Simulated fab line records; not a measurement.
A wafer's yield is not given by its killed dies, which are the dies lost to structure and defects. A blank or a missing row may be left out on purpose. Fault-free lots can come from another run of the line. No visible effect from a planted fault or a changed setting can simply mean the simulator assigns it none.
A lot that was struck, set against a sound lot ; flow sky130 ; 19 steps out of a route of 708
Sound: these wafers, L634.3, L634.5, L634.6. Wafers struck: L625.1, L625.4, L625.6. Last of all comes the cause.
At each step with rows: each side's tool, then ch and its chambers, then its first start. Under that, the readings that differ: sound wafers ; struck wafers ; difference of the means ; sigmas: that difference in standard deviations of wafers without a fault.
alike: readings with means less than 2 such deviations apart, plus words and numbers identical on both sides. not compared: withheld readings, readings lacking a value on some wafer, bounds such as >300 that could conceal the same value, and numbers that have no deviation in the record and whose values overlap.
The two part at a step that has a row with sigmas, a row that says differs or no value, or rows on one side only. When numbers do not overlap yet have no deviation, they are printed without sigmas and do not part them. Lack of a reading on every wafer of one side parts them only where that side has two or more wafers.

first, 6 steps without rows for these wafers: SKY_RES_XHIGH_COAT_02 (resist thk 1140 nm); SKY_RES_XHIGH_SOFTBAKE_03 (time 60 s); SKY_RES_XHIGH_EXPOSE_04 (exposes mask URPM, target cd 1270 nm); SKY_RES_XHIGH_PEB_05; SKY_RES_XHIGH_DEVELOP_06 (develop time 60 s); SKY_RES_XHIGH_IMPLANT_07.
SKY_RES_XHIGH_STRIP_08: strips in O2/N2.
  sound on plasma_asher-01 ch 0,1, day 33 07:43; struck on plasma_asher-03 ch 0,1, day 30 21:04
  alike: drypump_motor_current_A, oes_product_au, strip_time_to_endpoint_s
  not compared: rf_hours_counter_h
SKY_RES_XHIGH_TW_MEAS_09:
  struck on film_metro-01, day 30 21:10; sound on film_metro-01, day 33 07:47
  alike: RES_XHIGH_TW
then, 4 steps without rows for these wafers: SKY_SD_N_DEHYDRATE_00 (time 60 s); SKY_SD_N_HMDS_01 (prime time 60 s); SKY_SD_N_COAT_02 (resist thk 1140 nm); SKY_SD_N_SOFTBAKE_03 (time 60 s).
SKY_SD_N_EXPOSE_04: exposes mask NSDM, target cd 380 nm.
  sound on iline_stepper-01 ch 0, day 33 21:23; struck on iline_stepper-02 ch 0, day 31 11:19
reading;sound;struck;difference;sigmas
model.SD_N.overlay_x_nm (nm);0.711 0.711 0.711;-103.4 -103.4 -103.4;-104.1;
  alike: mask
then, 2 steps without rows for these wafers: SKY_SD_N_PEB_05; SKY_SD_N_DEVELOP_06 (develop time 60 s).
SKY_SD_N_CD_MEAS_07: target cd 380 nm.
  struck on cd_sem-02, day 31 23:47; sound on cd_sem-01, day 34 10:07
  alike: cd_nm
SKY_SD_N_OVL_MEAS_08:
  struck on overlay-02, day 31 23:54; sound on overlay-01, day 34 10:13
reading;sound;struck;difference;sigmas
SD_N_OVL (nm);4.7 3.6 2.9;-102.0 -104.5 -102.9;-106.9;-67
after that, 1 step had no rows for these wafers: SKY_SD_N_IMPLANT_09.
SKY_PAD_OPEN_PROBE_99:
  sound wafers here have rows in the record (prober-02, day 50 10:05); struck ones have none

## WHERE THEY PART
At SKY_SD_N_OVL_MEAS_08 first; at SKY_PAD_OPEN_PROBE_99 last (within this record only).

WHY: the cause the simulator had injected
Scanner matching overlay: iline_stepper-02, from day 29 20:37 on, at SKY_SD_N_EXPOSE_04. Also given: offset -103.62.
